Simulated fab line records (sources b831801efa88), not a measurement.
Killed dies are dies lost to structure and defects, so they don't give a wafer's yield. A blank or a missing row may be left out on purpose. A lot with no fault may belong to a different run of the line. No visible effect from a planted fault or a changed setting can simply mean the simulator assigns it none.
Matching of chambers | flow sky130 | 4 sister chambers for SKY_VIA4_ETCH_12 on rie-diel-03
The step etches SiO2 in C4F8/O2/Ar, stops on TiN, target depth 580 nm. 4 wafers are shown with their chamber, then 8 later ones without.

## EACH WAFER AND ITS CHAMBER
wafer  | chamber | oes-product-au (a.u.)
L077.1 | 0       | 0.923
L082.5 | 1       | 0.935
L084.6 | 2       | 0.930
L090.1 | 3       | 0.921

## WAFERS WITH NO CHAMBER GIVEN
wafer  | oes-product-au (a.u.)
L090.5 | 0.924
L090.6 | 0.927
L091.1 | 0.932
L091.4 | 0.931
L091.5 | 0.921
L096.1 | 0.922
L096.2 | 0.930
L096.3 | 0.927

## CHAMBER TAKEN BY EACH
wafer  | from the rows above          | in truth
L090.5 | can't be placed: 0 or 3      | 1
L090.6 | can't be placed: 2 or 0 or 3 | 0
L091.1 | can't be placed: 2 or 1      | 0
L091.4 | can't be placed: 2 or 1      | 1
L091.5 | can't be placed: 3 or 0      | 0
L096.1 | can't be placed: 0 or 3      | 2
L096.2 | 2                            | 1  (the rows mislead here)
L096.3 | can't be placed: 2 or 0 or 3 | 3
Correct placement for 0 of the 8. From these rows, 7 cannot be placed; in 4 the true chamber is one of the candidates. 1 placed wrongly.
How it was worked out, from the rows above alone: a wafer's distance from a chamber is the root of the sum, over the readings, of the square of ((its reading less the chamber's mean) divided by the reading's scatter). The wafer belongs to the nearest chamber; if the next one is less than 2 further off, it can't be placed. For every chamber, the mean is computed from those of its wafers that are shown. The scatter: root of mean squared gap, hidden wafer to nearest shown wafer, with one shown wafer a chamber.
